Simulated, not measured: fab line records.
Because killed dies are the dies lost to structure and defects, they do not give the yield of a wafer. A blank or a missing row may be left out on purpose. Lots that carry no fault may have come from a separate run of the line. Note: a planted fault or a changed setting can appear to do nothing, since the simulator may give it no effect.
fab line records	flow sky130
record: lots: 7	wafers: 21	last_day: 50
route steps=708 shown LDD_N@239 LDD_P@255 LDD_HVN@267 LDD_HVP@278 PAD_OPEN@708
lots that met no fault: taken from a fault-free run of the same line
start_h: the number of hours between the record's first day and the start of the first shown wafer of the lot	wait_h: how many hours have passed since the lot's step before this one	" unchanged from the row above	L1.1+2: a row that stands for several wafers	- value missing, or start not given	* or withheld: withheld	< > ~ a bound
route shown NAME@n: a module of which the file shows steps, and the number in the route of the first	usual: mean/standard deviation of fault-free wafers	same: alike in all rows	chamber/n: place in a boat	sites: per-site readings	_std_site: the standard deviation of these	_edge_site: inner sites' mean taken away from outer sites' mean	radius_mm: how far each site lies from the wafer's centre	mask NAME#n: copy n	behind: the most recent tool/chamber to have shaped the wafer	hold: why the lot went on hold/how many hours it stayed there/how the hold came to an end	device: the n, p or np transistor that did not switch	end of line: the tests these same wafers got at the end of their route	where a step has no rows: the recipe by itself	killed: dies lost to structure and defects at the first sort, not the wafer's yield	map: a wafer's dies, marking killed ones x, the rest . and places with no die _
set.NAME: the run value of the setting; set.NAME@STEP: its run value at that earlier step	model.NAME: the simulator's own value behind a step, which no gauge read
lots seen at some steps along the route; tables by step, rows by wafer
services: when a tool's chamber went out of use (start_h, in hours from the record's first day, below 0 if earlier), for how many hours, and the reason
== steps ==
step: SKY_LDD_N_COAT_02
recipe: resist: NOVOLAK	spin_rpm: 3000	resist_thk_nm: 300
step: SKY_LDD_N_SOFTBAKE_03
recipe: temp_c: 90	time_s: 60	resist: NOVOLAK
step: SKY_LDD_N_EXPOSE_04
recipe: mask_id: NTM	target_cd_nm: 840	na: 0.6	source_shape: conventional	sigma_outer: 0.6	dose_mj: 110
step: SKY_LDD_N_PEB_05
recipe: temp_c: withheld	time_s: *	resist: NOVOLAK
step: SKY_LDD_N_DEVELOP_06
recipe: develop_time_s: 60	dev_temp_c: 23
step: SKY_LDD_N_OVL_MEAS_07
usual: LDD_N_OVL: 0.5/1.6
lot.wafer	tool	chamber	start_h	wait_h	LDD_N_OVL[nm]
L735.1	overlay-01	-	464.02	0.1	2.4
L735.5	"	-	"	"	2.6
L735.6	"	-	"	"	3.2
L736.1	overlay-01	-	471.22	0.1	1.4
L736.2	"	-	"	"	1.0
L736.5	"	-	"	"	-0.2
L737.4	overlay-01	-	483.51	0.1	0.6
L737.5	"	-	"	"	-0.3
L737.6	"	-	"	"	-0.2
L738.1	overlay-01	-	487.30	0.1	-1.2
L738.4	"	-	"	"	-1.6
L738.5	"	-	"	"	0.3
L742.2	overlay-01	-	524.70	0.1	0.2
L742.3	"	-	"	"	1.1
L742.4	"	-	"	"	1.1
L748.2	overlay-01	-	579.33	0.1	3.9
L748.5	"	-	"	"	-0.7
L748.6	"	-	"	"	0.5
L750.2	overlay-01	-	595.15	0.1	3.6
L750.3	"	-	"	"	1.2
L750.5	"	-	"	"	1.2
step: SKY_LDD_N_IMPLANT_08
recipe: species: As	energy_kev: 20	dose_cm2: 7.5e+13	tilt_deg: withheld	rotation_deg: 23
step: SKY_LDD_N_IMPLANT_09
recipe: species: As	energy_kev: 20	dose_cm2: 7.5e+13	tilt_deg: withheld	rotation_deg: 113
step: SKY_LDD_N_IMPLANT_10
recipe: species: As	energy_kev: 20	dose_cm2: 7.5e+13	tilt_deg: withheld	rotation_deg: 203
step: SKY_LDD_N_IMPLANT_11
recipe: species: As	energy_kev: 20	dose_cm2: 7.5e+13	tilt_deg: withheld	rotation_deg: 293
step: SKY_LDD_N_IMPLANT_12
recipe: species: BF2	energy_kev: 50	dose_cm2: 5e+12	tilt_deg: 30	rotation_deg: 0
step: SKY_LDD_N_IMPLANT_13
recipe: species: BF2	energy_kev: 50	dose_cm2: 5e+12	tilt_deg: 30	rotation_deg: 90
step: SKY_LDD_N_IMPLANT_14
recipe: species: BF2	energy_kev: 50	dose_cm2: 5e+12	tilt_deg: 30	rotation_deg: 180
lot.wafer	tool	chamber	start_h	wait_h
L735.1+5+6	implanter-03	0	464.95	0.1
L736.1+2+5	implanter-01	0	472.16	0.1
L737.4+5+6	implanter-03	0	484.51	0.1
L738.1+4+5	implanter-03	0	488.23	0.1
L742.2+3+4	implanter-02	0	525.66	0.1
L748.2+5+6	implanter-01	0	580.28	0.1
L750.2+3+5	implanter-01	0	596.11	0.1
step: SKY_LDD_N_IMPLANT_15
recipe: species: BF2	energy_kev: 50	dose_cm2: 5e+12	tilt_deg: 30	rotation_deg: 270
step: SKY_LDD_N_STRIP_16
recipe: chemistry: O2/N2	power_w: 1400	pressure_mtorr: 1500	platen_temp_c: withheld	o2_flow_sccm: 3000	n2_flow_sccm: 300	overash_fraction: 0.5
usual: drypump_motor_current_A: 5.7/0.58	o2_flow_sccm: 2998/8.8	oes_product_au: 0.407/0.0047	strip_time_to_endpoint_s: 4.317/0.013
same: overash_fraction: 0.5
lot.wafer	tool	chamber	start_h	wait_h	drypump_motor_current_A	o2_flow_sccm	oes_product_au	rf_hours_counter_h	strip_time_to_endpoint_s
L735.1	plasma_asher-04	0	465.25	0.1	5.0	2998	0.399	63	4.336
L735.5	"	1	"	"	5.3	3004	0.412	-	4.325
L735.6	"	0	"	"	5.0	3016	0.418	-	4.330
L736.1	plasma_asher-04	1	472.46	0.1	5.3	2990	0.400	64	4.322
L736.2	"	0	"	"	5.0	2995	0.414	64	4.317
L736.5	"	1	"	"	5.3	3004	0.416	-	4.297
L737.4	plasma_asher-02	0	484.76	0.1	5.6	2993	0.414	-	4.325
L737.5	"	0	"	"	5.6	2988	0.400	-	4.308
L737.6	"	1	"	"	5.4	2992	0.402	-	4.302
L738.1	plasma_asher-04	0	488.53	0.1	5.0	2993	0.398	66	4.310
L738.4	"	0	"	"	5.0	2996	0.400	-	4.302
L738.5	"	1	"	"	5.3	3001	0.401	-	4.296
L742.2	plasma_asher-02	0	525.93	0.1	5.6	2976	0.408	86	4.308
L742.3	"	0	"	"	5.6	2995	0.415	-	4.322
L742.4	"	1	"	"	5.4	3006	0.403	-	4.307
L748.2	plasma_asher-02	0	580.56	0.1	5.6	3000	0.406	92	4.308
L748.5	"	1	"	"	5.4	2997	0.410	-	4.321
L748.6	"	0	"	"	5.6	3000	0.407	-	4.319
L750.2	plasma_asher-03	0	596.38	0.1	6.7	2985	0.402	43	4.306
L750.3	"	1	"	"	5.9	2991	0.403	-	4.318
L750.5	"	0	"	"	6.7	3003	0.414	-	4.328
step: SKY_LDD_N_TW_MEAS_17
usual: LDD_N_TW: 2596/29
lot.wafer	tool	chamber	start_h	wait_h	LDD_N_TW
L735.1	film_metro-01	-	465.35	0.1	2616
L735.5	"	-	"	"	2637
L735.6	"	-	"	"	2635
L736.1	film_metro-02	-	472.56	0.1	2601
L736.2	"	-	"	"	2598
L736.5	"	-	"	"	2599
L737.4	film_metro-01	-	484.86	0.1	2621
L737.5	"	-	"	"	2584
L737.6	"	-	"	"	2616
L738.1	film_metro-02	-	488.63	0.1	2597
L738.4	"	-	"	"	2607
L738.5	"	-	"	"	2617
L742.2	film_metro-02	-	526.04	0.1	2605
L742.3	"	-	"	"	2612
L742.4	"	-	"	"	2602
L748.2	film_metro-01	-	580.67	0.1	2632
L748.5	"	-	"	"	2604
L748.6	"	-	"	"	2607
L750.2	film_metro-02	-	596.49	0.1	2602
L750.3	"	-	"	"	2615
L750.5	"	-	"	"	2617
step: SKY_LDD_P_DEHYDRATE_00
recipe: temp_c: 200	time_s: 60
step: SKY_LDD_P_HMDS_01
recipe: prime_time_s: 60	prime_temp_c: 120
step: SKY_LDD_P_COAT_02
recipe: resist: NOVOLAK	spin_rpm: 3000	resist_thk_nm: 1140
step: SKY_LDD_P_SOFTBAKE_03
recipe: temp_c: 90	time_s: 60	resist: NOVOLAK
step: SKY_LDD_P_EXPOSE_04
recipe: mask_id: PSDM	na: 0.6	source_shape: conventional	sigma_outer: 0.6	polarization: unpolarized	target_cd_nm: 380	dose_mj: 138
step: SKY_LDD_P_PEB_05
recipe: temp_c: withheld	time_s: *	resist: NOVOLAK
step: SKY_LDD_P_DEVELOP_06
recipe: resist: NOVOLAK	developer: TMAH	develop_time_s: 60	dev_temp_c: 23
step: SKY_LDD_P_CD_MEAS_07
recipe: target_cd_nm: 380
usual: cd_nm: 380.0/2.1
lot.wafer	tool	chamber	start_h	wait_h	cd_nm
L735.1	cd_sem-01	-	495.87	0.1	379.8
L735.5	"	-	"	"	381.9
L735.6	"	-	"	"	379.1
L736.1	cd_sem-02	-	503.32	0.1	378.7
L736.2	"	-	"	"	380.6
L736.5	"	-	"	"	380.0
L737.4	cd_sem-01	-	515.64	0.1	379.3
L737.5	"	-	"	"	378.7
L737.6	"	-	"	"	377.9
L738.1	cd_sem-02	-	519.12	0.1	380.7
L738.4	"	-	"	"	379.9
L738.5	"	-	"	"	379.6
L742.2	cd_sem-02	-	556.85	0.2	378.5
L742.3	"	-	"	"	376.9
L742.4	"	-	"	"	377.3
L748.2	cd_sem-01	-	609.02	0.1	379.0
L748.5	"	-	"	"	380.7
L748.6	"	-	"	"	378.2
L750.2	cd_sem-01	-	624.62	0.1	380.5
L750.3	"	-	"	"	381.4
L750.5	"	-	"	"	380.0
step: SKY_LDD_P_OVL_MEAS_08
usual: LDD_P_OVL: 1.1/1.3
lot.wafer	tool	chamber	start_h	wait_h	LDD_P_OVL[nm]
L735.1	overlay-02	-	495.99	0.1	0.8
L735.5	"	-	"	"	1.9
L735.6	"	-	"	"	2.0
L736.1	overlay-01	-	503.44	0.1	-0.7
L736.2	"	-	"	"	1.8
L736.5	"	-	"	"	0.5
L737.4	overlay-02	-	515.72	0.1	1.6
L737.5	"	-	"	"	2.9
L737.6	"	-	"	"	2.2
L738.1	overlay-02	-	519.24	0.1	1.5
L738.4	"	-	"	"	1.7
L738.5	"	-	"	"	-0.5
L742.2	overlay-01	-	556.96	0.1	1.0
L742.3	"	-	"	"	0.4
L742.4	"	-	"	"	1.8
L748.2	overlay-02	-	609.12	0.1	-1.7
L748.5	"	-	"	"	0.0
L748.6	"	-	"	"	-2.4
L750.2	overlay-02	-	624.72	0.1	3.0
L750.3	"	-	"	"	1.9
L750.5	"	-	"	"	4.8
step: SKY_LDD_P_IMPLANT_09
recipe: species: BF2	energy_kev: 25	dose_cm2: 1e+13	tilt_deg: withheld
step: SKY_LDD_P_STRIP_10
recipe: chemistry: O2/N2	power_w: 1400	pressure_mtorr: 1500	platen_temp_c: withheld	o2_flow_sccm: 3000	n2_flow_sccm: 300	overash_fraction: 0.5
usual: drypump_motor_current_A: 6.0/0.62	o2_flow_sccm: 3001/8.8	oes_product_au: 0.715/0.0043	strip_time_to_endpoint_s: 14.17/0.038
same: overash_fraction: 0.5
lot.wafer	tool	chamber	start_h	wait_h	drypump_motor_current_A	o2_flow_sccm	oes_product_au	rf_hours_counter_h	strip_time_to_endpoint_s
L735.1	plasma_asher-03	0	496.17	0.1	6.7	3010	0.713	35	14.16
L735.5	"	0	"	"	6.7	2997	0.715	-	14.17
L735.6	"	1	"	"	5.9	2995	0.716	-	14.17
L736.1	plasma_asher-01	1	503.62	0.1	6.0	2997	0.712	8	14.17
L736.2	"	0	"	"	6.6	2990	0.717	8	14.17
L736.5	"	0	"	"	6.6	3004	0.723	-	14.17
L737.4	plasma_asher-03	1	515.92	0.1	5.9	2997	0.713	-	14.13
L737.5	"	1	"	"	5.9	2992	0.713	-	14.15
L737.6	"	0	"	"	6.7	2990	0.721	-	14.17
L738.1	plasma_asher-04	0	519.42	0.1	5.0	2989	0.717	69	14.19
L738.4	"	0	"	"	5.0	2990	0.708	-	14.15
L738.5	"	0	"	"	5.0	3001	0.712	-	14.16
L742.2	plasma_asher-01	0	557.14	0.1	6.6	3000	0.711	13	14.14
L742.3	"	0	"	"	6.6	2998	0.727	-	14.17
L742.4	"	1	"	"	6.0	3005	0.717	-	14.13
L748.2	plasma_asher-03	1	609.30	0.1	5.9	3003	0.711	45	14.15
L748.5	"	0	"	"	6.7	3002	0.712	-	14.16
L748.6	"	1	"	"	5.9	3009	0.713	-	14.10
L750.2	plasma_asher-03	1	624.90	0.1	5.9	2997	0.720	46	14.12
L750.3	"	1	"	"	5.9	2999	0.727	-	14.11
L750.5	"	0	"	"	6.7	3001	0.714	-	14.16
step: SKY_LDD_P_TW_MEAS_11
usual: LDD_P_TW: 640.4/2.7
lot.wafer	tool	chamber	start_h	wait_h	LDD_P_TW
L735.1	film_metro-02	-	496.27	0.1	638.5
L735.5	"	-	"	"	643.6
L735.6	"	-	"	"	641.6
L736.1	film_metro-01	-	503.72	0.1	641.5
L736.2	"	-	"	"	642.5
L736.5	"	-	"	"	645.9
L737.4	film_metro-02	-	516.02	0.1	641.6
L737.5	"	-	"	"	639.5
L737.6	"	-	"	"	636.7
L738.1	film_metro-03	-	519.52	0.1	634.7
L738.4	"	-	"	"	634.6
L738.5	"	-	"	"	631.2
L742.2	film_metro-02	-	557.25	0.1	644.0
L742.3	"	-	"	"	643.9
L742.4	"	-	"	"	640.8
L748.2	film_metro-03	-	609.41	0.1	642.7
L748.5	"	-	"	"	640.8
L748.6	"	-	"	"	639.1
L750.2	film_metro-02	-	625.01	0.1	636.9
L750.3	"	-	"	"	633.9
L750.5	"	-	"	"	639.4
step: SKY_LDD_HVN_DEHYDRATE_00
recipe: temp_c: 200	time_s: 60
step: SKY_LDD_HVN_HMDS_01
recipe: prime_time_s: 60	prime_temp_c: 120
step: SKY_LDD_HVN_COAT_02
recipe: resist: NOVOLAK	spin_rpm: 3000	resist_thk_nm: 300
step: SKY_LDD_HVN_SOFTBAKE_03
recipe: temp_c: 90	time_s: 60	resist: NOVOLAK
step: SKY_LDD_HVN_EXPOSE_04
recipe: mask_id: HVNTM	na: 0.6	source_shape: conventional	sigma_outer: 0.6	polarization: unpolarized	target_cd_nm: 700	dose_mj: 127
step: SKY_LDD_HVN_PEB_05
recipe: temp_c: withheld	time_s: *	resist: NOVOLAK
step: SKY_LDD_HVN_DEVELOP_06
recipe: resist: NOVOLAK	developer: TMAH	develop_time_s: 60	dev_temp_c: 23
step: SKY_LDD_HVN_OVL_MEAS_07
usual: LDD_HVN_OVL: 0.1/1.3
lot.wafer	tool	chamber	start_h	wait_h	LDD_HVN_OVL[nm]
L735.1	overlay-01	-	526.47	0.1	-0.3
L735.5	"	-	"	"	-0.2
L735.6	"	-	"	"	-0.1
L736.1	overlay-01	-	533.95	0.1	-1.3
L736.2	"	-	"	"	-0.7
L736.5	"	-	"	"	-1.1
L737.4	overlay-01	-	546.55	0.1	-0.8
L737.5	"	-	"	"	2.1
L737.6	"	-	"	"	-0.1
L738.1	overlay-02	-	549.80	0.1	0.2
L738.4	"	-	"	"	0.0
L738.5	"	-	"	"	0.0
L742.2	overlay-01	-	587.40	0.1	0.6
L742.3	"	-	"	"	0.0
L742.4	"	-	"	"	0.8
L748.2	overlay-02	-	637.50	0.1	0.1
L748.5	"	-	"	"	0.5
L748.6	"	-	"	"	0.3
L750.2	overlay-01	-	653.13	0.1	1.5
L750.3	"	-	"	"	-0.7
L750.5	"	-	"	"	2.1
step: SKY_LDD_HVN_IMPLANT_08
recipe: species: P	energy_kev: 60	dose_cm2: 3e+13	tilt_deg: 40
step: SKY_LDD_HVN_STRIP_09
recipe: chemistry: O2/N2	power_w: 1400	pressure_mtorr: 1500	platen_temp_c: withheld	o2_flow_sccm: 3000	n2_flow_sccm: 300	overash_fraction: 0.5
usual: drypump_motor_current_A: 5.6/0.53	o2_flow_sccm: 3000/9.2	oes_product_au: 0.409/0.0049	strip_time_to_endpoint_s: 4.138/0.014
same: overash_fraction: 0.5
lot.wafer	tool	chamber	start_h	wait_h	drypump_motor_current_A	o2_flow_sccm	oes_product_au	rf_hours_counter_h	strip_time_to_endpoint_s
L735.1	plasma_asher-04	0	526.66	0.1	5.0	3003	0.407	70	4.138
L735.5	"	0	"	"	5.0	2995	0.411	-	4.138
L735.6	"	1	"	"	5.3	2998	0.412	-	4.134
L736.1	plasma_asher-02	0	534.13	0.1	5.6	2990	0.408	87	4.167
L736.2	"	1	"	"	5.4	2999	0.420	87	4.164
L736.5	"	1	"	"	5.4	2990	0.416	-	4.134
L737.4	plasma_asher-01	1	546.75	0.1	6.0	2990	0.411	-	4.141
L737.5	"	1	"	"	6.0	3005	0.411	-	4.125
L737.6	"	0	"	"	6.6	2996	0.403	-	4.146
L738.1	plasma_asher-01	1	549.98	0.1	6.0	3002	0.397	12	4.139
L738.4	"	0	"	"	6.6	2978	0.411	-	4.128
L738.5	"	0	"	"	6.6	2988	0.411	-	4.130
L742.2	plasma_asher-04	1	587.60	0.1	5.3	3007	0.415	76	4.095
L742.3	"	0	"	"	5.0	3012	0.403	-	4.129
L742.4	"	1	"	"	5.2	3009	0.419	-	4.129
L748.2	plasma_asher-02	1	637.68	0.1	5.4	3007	0.403	97	4.129
L748.5	"	0	"	"	5.6	3006	0.403	-	4.145
L748.6	"	1	"	"	5.4	3018	0.404	-	4.134
L750.2	plasma_asher-02	0	653.31	0.1	5.6	3006	0.408	99	4.137
L750.3	"	1	"	"	5.4	2999	0.408	-	4.170
L750.5	"	0	"	"	5.6	2997	0.412	-	4.156
step: SKY_LDD_HVN_TW_MEAS_10
usual: LDD_HVN_TW: 1440/14
lot.wafer	tool	chamber	start_h	wait_h	LDD_HVN_TW
L735.1	film_metro-03	-	526.76	0.1	1432
L735.5	"	-	"	"	1440
L735.6	"	-	"	"	1439
L736.1	film_metro-03	-	534.23	0.1	1447
L736.2	"	-	"	"	1439
L736.5	"	-	"	"	1444
L737.4	film_metro-04	-	546.85	0.1	1421
L737.5	"	-	"	"	1430
L737.6	"	-	"	"	1423
L738.1	film_metro-03	-	550.08	0.1	1443
L738.4	"	-	"	"	1442
L738.5	"	-	"	"	1445
L742.2	film_metro-04	-	587.71	0.1	1418
L742.3	"	-	"	"	1418
L742.4	"	-	"	"	1422
L748.2	film_metro-04	-	637.79	0.1	1422
L748.5	"	-	"	"	1421
L748.6	"	-	"	"	1431
L750.2	film_metro-03	-	653.42	0.1	1449
L750.3	"	-	"	"	1452
L750.5	"	-	"	"	1442
step: SKY_LDD_HVP_DEHYDRATE_00
recipe: temp_c: 200	time_s: 60
step: SKY_LDD_HVP_HMDS_01
recipe: prime_time_s: 60	prime_temp_c: 120
step: SKY_LDD_HVP_COAT_02
recipe: resist: NOVOLAK	spin_rpm: 3000	resist_thk_nm: 300
step: SKY_PAD_OPEN_PROBE_99
usual: killed_at_M0_to_M3: 42/7.3	killed_at_M4_up: 3.2/1.8	killed_at_contacts: 25/5.2	killed_at_front_end: 15/4.6	killed_at_other: 0.3/0.62	killed_dies: 85/9.9	killed_open: 46/7.1	killed_short: 38/5.7
same: gross_dies: 492	killed_at_back_side: 0
lot.wafer	tool	chamber	start_h	wait_h	killed_at_M0_to_M3	killed_at_M4_up	killed_at_contacts	killed_at_front_end	killed_at_other	killed_dies	killed_open	killed_short	model.etest.diode_nwell_sub.leak_log10_a_cm2	model.etest.diode_dnwell_sub.leak_log10_a_cm2	model.etest.diode_pwell_dnwell.leak_log10_a_cm2	model.etest.diode_ndiff_pwell_hv.leak_log10_a_cm2	model.etest.diode_pdiff_nwell_hv.leak_log10_a_cm2	model.etest.diode_ndiff_pwell.leak_log10_a_cm2	model.etest.diode_pdiff_nwell.leak_log10_a_cm2	model.etest.nfet_16v.off_log10_a_um
L735.1	prober-01	-	1118.92	0.1	34	3	25	27	1	90	48	41	-6.124	-6.278	-6.642	-6.076	-5.94	-6.978	-6.35	-13.6
L735.5	prober-01	-	1119.12	0.2	36	6	28	18	0	88	49	37	-6.263	-6.291	-6.636	-6.442	-6.262	-6.902	-6.485	-13.28
L735.6	prober-01	-	1119.17	0.2	39	4	31	13	2	89	47	40	-6.262	-5.897	-6.484	-6.02	-6.057	-6.664	-6.344	-13.06
L736.1	prober-02	-	1129.08	0.1	28	1	21	24	1	75	38	37	-7.418	-7.041	-7.418	-6.851	-6.512	-7.122	-7.244	-13.81
L736.2	prober-02	-	1129.13	0.1	38	2	20	19	0	79	40	39	-7.197	-7.071	-7.457	-6.838	-6.808	-7.463	-7.247	-13.78
L736.5	prober-02	-	1129.28	0.2	43	3	14	11	0	71	41	30	-6.984	-7.261	-7.539	-6.817	-6.689	-7.454	-7.22	-13.82
L737.4	prober-01	-	1132.37	0.2	42	2	14	14	1	73	35	38	-6.31	-5.999	-6.338	-6.017	-6.251	-6.785	-6.593	-13.4
L737.5	prober-01	-	1132.42	0.2	40	2	27	13	0	82	44	38	-6.49	-5.98	-6.463	-6.015	-5.846	-6.917	-6.787	-13.37
L737.6	prober-01	-	1132.47	0.2	31	4	19	9	0	63	30	33	-6.31	-6.117	-6.601	-6.356	-6.152	-6.596	-6.563	-13.45
L738.1	prober-02	-	1133.46	0.1	49	2	31	8	2	92	48	44	-6.122	-6.15	-6.597	-6.146	-5.919	-6.561	-6.949	-13.18
L738.4	prober-02	-	1133.61	0.2	43	4	33	16	0	96	50	46	-6.212	-6.384	-6.526	-6.016	-6.29	-6.774	-6.679	-13.26
L738.5	prober-02	-	1133.66	0.2	46	3	21	9	0	79	47	32	-6.076	-6.394	-6.564	-6.248	-5.956	-6.673	-6.66	-13.28
L742.2	prober-02	-	1154.97	0.1	33	0	25	16	0	74	39	35	-7.391	-7.04	-7.572	-6.782	-6.698	-7.406	-7.262	-13.84
L742.3	prober-02	-	1155.02	0.2	34	7	30	13	0	84	52	32	-7.379	-7.388	-7.632	-6.542	-6.542	-7.384	-7.302	-13.87
L742.4	prober-02	-	1155.07	0.2	31	2	25	9	0	67	26	41	-7.222	-7.272	-7.634	-6.644	-6.516	-7.258	-7.324	-13.83
L748.2	prober-02	-	1186.79	0.1	46	1	23	16	1	87	42	44	-7.24	-7.323	-7.482	-6.804	-6.598	-7.336	-7.011	-13.9
L748.5	prober-02	-	1186.94	0.2	41	5	30	20	0	96	46	49	-7.635	-6.987	-7.65	-6.698	-6.526	-7.472	-7.088	-13.78
L748.6	prober-02	-	1186.99	0.2	37	2	33	13	1	86	56	27	-7.1	-7.147	-7.332	-6.8	-6.556	-7.422	-7.25	-13.72
L750.2	prober-02	-	1195.69	0.1	52	5	28	6	0	91	48	43	-7.229	-7.24	-7.734	-6.678	-6.552	-7.265	-7.144	-13.78
L750.3	prober-02	-	1195.74	0.2	39	3	24	13	0	79	47	32	-7.222	-7.487	-7.433	-6.668	-6.957	-7.453	-7.347	-13.9
L750.5	prober-02	-	1195.84	0.2	33	3	26	19	1	82	42	38	-7.45	-7.251	-7.841	-6.522	-6.639	-7.186	-7.436	-13.98
killed by level:class
L735.1 CONTACT:geometric_particle:open=8 FIELD_ISO:geometric_particle:short=7 FIELD_ISO:geometric_particle:open=7 CONTACT:geometric_particle:short=7 VIA1:geometric_particle:open=6 VIA3:geometric_particle:open=6 POLY_GATE:geometric_particle:open=6 METAL2:geometric_particle:short=6
L735.5 VIA1:geometric_particle:open=12 LI_CONTACT:geometric_particle:open=8 CONTACT:geometric_particle:open=8 LOCAL_INTERCONNECT:geometric_particle:short=7 FIELD_ISO:geometric_particle:short=6 FIELD_ISO:geometric_particle:open=4 POLY_GATE:geometric_particle:short=3 SPACER:geometric_particle:open=3
L735.6 CONTACT:geometric_particle:open=15 VIA1:geometric_particle:open=9 LI_CONTACT:geometric_particle:open=8 METAL2:geometric_particle:short=8 FIELD_ISO:geometric_particle:open=5 METAL3:geometric_particle:open=5 VIA1:geometric_particle:short=4 CONTACT:geometric_particle:short=4
L736.1 FIELD_ISO:geometric_particle:open=7 CONTACT:geometric_particle:open=6 VIA1:geometric_particle:open=6 FIELD_ISO:geometric_particle:short=4 POLY_GATE:geometric_particle:short=4 METAL1:geometric_particle:open=4 LI_CONTACT:geometric_particle:open=4 METAL1:geometric_particle:short=4
L736.2 FIELD_ISO:geometric_particle:open=9 CONTACT:geometric_particle:open=7 METAL1:geometric_particle:short=7 VIA3:geometric_particle:open=6 LI_CONTACT:geometric_particle:open=5 FIELD_ISO:geometric_particle:short=5 CONTACT:geometric_particle:short=5 VIA1:geometric_particle:open=5
L736.5 VIA1:geometric_particle:open=10 VIA3:geometric_particle:open=7 CONTACT:geometric_particle:open=6 METAL1:geometric_particle:short=6 VIA1:geometric_particle:short=6 VIA2:geometric_particle:open=6 POLY_GATE:geometric_particle:open=4 VIA3:geometric_particle:short=3
L737.4 VIA3:geometric_particle:open=7 LI_CONTACT:geometric_particle:open=5 VIA1:geometric_particle:open=5 VIA1:geometric_particle:short=5 FIELD_ISO:geometric_particle:short=4 POLY_GATE:geometric_particle:open=4 METAL1:geometric_particle:short=4 METAL2:geometric_particle:short=4
L737.5 VIA1:geometric_particle:open=9 LI_CONTACT:geometric_particle:open=8 CONTACT:geometric_particle:open=7 VIA1:geometric_particle:short=6 VIA3:geometric_particle:open=6 POLY_GATE:geometric_particle:open=5 LI_CONTACT:geometric_particle:short=5 METAL1:geometric_particle:short=5
L737.6 CONTACT:geometric_particle:open=8 VIA1:geometric_particle:open=7 METAL1:geometric_particle:short=6 VIA1:geometric_particle:short=5 POLY_GATE:geometric_particle:short=4 LI_CONTACT:geometric_particle:open=4 METAL2:geometric_particle:short=4 LOCAL_INTERCONNECT:geometric_particle:short=3
L738.1 VIA1:geometric_particle:open=15 CONTACT:geometric_particle:open=8 CONTACT:geometric_particle:short=8 LI_CONTACT:geometric_particle:open=7 VIA2:geometric_particle:open=7 METAL2:geometric_particle:short=6 VIA3:geometric_particle:open=4 METAL1:geometric_particle:short=4
L738.4 CONTACT:geometric_particle:open=12 LI_CONTACT:geometric_particle:open=8 LOCAL_INTERCONNECT:geometric_particle:short=8 METAL1:geometric_particle:short=8 VIA1:geometric_particle:open=7 VIA3:geometric_particle:open=6 METAL2:geometric_particle:short=5 POLY_GATE:geometric_particle:open=4
L738.5 VIA1:geometric_particle:open=13 VIA1:geometric_particle:short=10 VIA2:geometric_particle:open=8 LI_CONTACT:geometric_particle:open=7 CONTACT:geometric_particle:open=7 FIELD_ISO:geometric_particle:open=6 CONTACT:geometric_particle:short=5 METAL2:geometric_particle:short=4
L742.2 VIA1:geometric_particle:open=11 CONTACT:geometric_particle:open=7 LI_CONTACT:geometric_particle:short=6 FIELD_ISO:geometric_particle:short=5 POLY_GATE:geometric_particle:open=5 CONTACT:geometric_particle:short=5 METAL2:geometric_particle:short=5 POLY_GATE:geometric_particle:short=4
L742.3 VIA1:geometric_particle:open=14 CONTACT:geometric_particle:open=11 LI_CONTACT:geometric_particle:open=7 METAL4:geometric_particle:short=6 LOCAL_INTERCONNECT:geometric_particle:short=5 METAL2:geometric_particle:short=5 FIELD_ISO:geometric_particle:short=4 LOCAL_INTERCONNECT:geometric_particle:open=4
L742.4 CONTACT:geometric_particle:open=8 METAL2:geometric_particle:short=7 CONTACT:geometric_particle:short=6 VIA2:geometric_particle:short=6 VIA3:geometric_particle:open=5 LI_CONTACT:geometric_particle:open=5 FIELD_ISO:geometric_particle:short=4 VIA3:geometric_particle:short=4
L748.2 CONTACT:geometric_particle:open=9 METAL2:geometric_particle:short=7 CONTACT:geometric_particle:short=6 VIA3:geometric_particle:open=6 METAL1:geometric_particle:short=6 FIELD_ISO:geometric_particle:short=5 VIA1:geometric_particle:short=5 VIA1:geometric_particle:open=5
L748.5 LI_CONTACT:geometric_particle:open=10 VIA1:geometric_particle:open=10 VIA3:geometric_particle:open=7 CONTACT:geometric_particle:open=7 CONTACT:geometric_particle:short=7 LOCAL_INTERCONNECT:geometric_particle:short=6 VIA1:geometric_particle:short=6 POLY_GATE:geometric_particle:short=5
L748.6 CONTACT:geometric_particle:open=16 VIA1:geometric_particle:open=9 VIA2:geometric_particle:open=6 LI_CONTACT:geometric_particle:open=5 CONTACT:geometric_particle:short=4 METAL3:geometric_particle:short=4 VIA2:geometric_particle:short=4 FIELD_ISO:geometric_particle:open=3
L750.2 VIA1:geometric_particle:open=15 CONTACT:geometric_particle:open=10 LOCAL_INTERCONNECT:geometric_particle:short=8 VIA1:geometric_particle:short=7 VIA2:geometric_particle:open=7 METAL2:geometric_particle:short=5 LI_CONTACT:geometric_particle:open=4 VIA3:geometric_particle:short=4
L750.3 CONTACT:geometric_particle:open=10 LI_CONTACT:geometric_particle:open=8 VIA1:geometric_particle:short=7 VIA1:geometric_particle:open=6 VIA3:geometric_particle:open=5 VIA2:geometric_particle:open=5 FIELD_ISO:geometric_particle:open=4 METAL2:geometric_particle:short=4
L750.5 LI_CONTACT:geometric_particle:open=8 CONTACT:geometric_particle:open=6 VIA1:geometric_particle:open=6 VIA2:geometric_particle:open=6 FIELD_ISO:geometric_particle:short=5 CONTACT:geometric_particle:short=5 FIELD_ISO:geometric_particle:open=4 METAL3:geometric_particle:short=4
== services ==
tool	chamber	start_h	hours	kind
implanter-03	-	454.91	2.4	repair
implanter-03	-	468.23	0.7	repair
plasma_asher-03	-	478.63	11.4	repair
plasma_asher-03	-	491.73	2.8	pm
plasma_asher-02	-	513.52	2.8	pm
implanter-02	-	551.21	1.6	repair
plasma_asher-03	-	553.36	14.6	pm
plasma_asher-02	-	563.16	2.7	repair
implanter-03	-	570.89	3.9	repair
plasma_asher-04	-	584.14	2.7	repair
implanter-02	-	601.03	2.5	repair
plasma_asher-03	-	606.37	0.7	repair
implanter-01	-	617.34	5.3	pm
plasma_asher-01	-	624.41	1.1	repair
plasma_asher-04	-	627.18	4.0	pm
== key ==
first_sign none at tools or gauges
model_effect: step: SKY_PAD_OPEN_PROBE_99	value: etest.diode_nwell_sub.leak_log10_a_cm2	without: -7.425	struck: -6.241
met_at SKY_LDD_N_IMPLANT_14
struck_wafers L735.1,L735.5,L735.6,L737.4,L737.5,L737.6,L738.1,L738.4,L738.5
tester_left_out L735,L737,L738
fault: kind: metallic_contamination_source	tool: implanter-03	chamber: -	onset_h: 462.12	steps: SKY_LDD_N_IMPLANT_14	rate_cm2_per_visit: 3.3599e+12	species: metal_fe_cm2
tester_left_out: of these lots the tester's yield and bins aren't shown, on N5 and GAA mostly nor the transistor test; their killed dies are dies lost to structure and defects alone, not to doping, threshold or leakage, so they don't give the yield
